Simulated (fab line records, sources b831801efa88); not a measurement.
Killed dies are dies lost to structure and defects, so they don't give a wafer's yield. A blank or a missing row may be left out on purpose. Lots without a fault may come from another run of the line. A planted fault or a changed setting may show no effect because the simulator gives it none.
Which tool did it? | flow gf180mcu | 11 lots, 32 wafers sampled, at 2 steps of a route of 602

WHAT THE GAUGES READ, wafer by wafer
GF_MIM_RS_MEAS_10: measures by four-point-probe.
lot  | measured     | on            | MIM_ALCU_RS (ohm/sq)
L741 | day 25 14:59 | film_metro-02 | 0.1615 0.1611 0.1616
L745 | day 26 08:49 | film_metro-03 | 0.1597 0.1567 0.1594
L744 | day 26 11:20 | film_metro-03 | 0.1590 0.1632 0.1619
L746 | day 27 04:25 | film_metro-03 | 0.1595 0.1615 0.1604
L748 | day 27 09:01 | film_metro-02 | 0.1573 0.1615 0.1551
L755 | day 29 11:49 | film_metro-02 | 0.1611 0.1589
L756 | day 29 20:27 | film_metro-04 | 0.1615 0.1598 0.1611
L757 | day 30 05:38 | film_metro-02 | 0.1614 0.1625 0.1575
L758 | day 30 12:59 | film_metro-04 | 0.1586 0.1596 0.1585
L759 | day 30 17:36 | film_metro-02 | 0.1618 0.1632 0.1627
L762 | day 31 09:05 | film_metro-02 | 0.1620 0.1595 0.1611

WHICH TOOL RAN EACH LOT (tool, then ch and the chambers of the sampled wafers, then the start)
lot  | GF_MIM_SPUTTER_00
L741 | pvd_sputter-02, day 25 14:34
L745 | pvd_sputter-01, day 26 08:22
L744 | pvd_sputter-04, day 26 10:55
L746 | pvd_sputter-02, day 27 03:58
L748 | pvd_sputter-01, day 27 08:32
L755 | pvd_sputter-01, day 29 11:21
L756 | pvd_sputter-01, day 29 19:47
L757 | pvd_sputter-02, day 30 05:11
L758 | pvd_sputter-02, day 30 12:34
L759 | pvd_sputter-02, day 30 17:11
L762 | pvd_sputter-04, day 31 08:40
- GF_MIM_SPUTTER_00: material Ti, target thk 37.5 nm, time 150 s.

THE ANSWER, worked out from the rows above alone
Rule: what is usual is taken from the lots themselves. Put in order of their means at a reading, lots are off if they are a third of the lots or fewer, leave a main group of 4 or more, and stand apart from it by a gap of 3 or more times the standard deviation of the main group's means; of several such gaps the widest counts. A main group whose means are all the same, to the digits that the tables above print for the reading, isn't used. A lot without any number at a reading at which 4 lots or more have one is off too. The other lots that the step has rows for count as sound.
No lot is off at any reading shown: from this, nothing can be told.

WHAT THE SIMULATOR HAD PUT IN
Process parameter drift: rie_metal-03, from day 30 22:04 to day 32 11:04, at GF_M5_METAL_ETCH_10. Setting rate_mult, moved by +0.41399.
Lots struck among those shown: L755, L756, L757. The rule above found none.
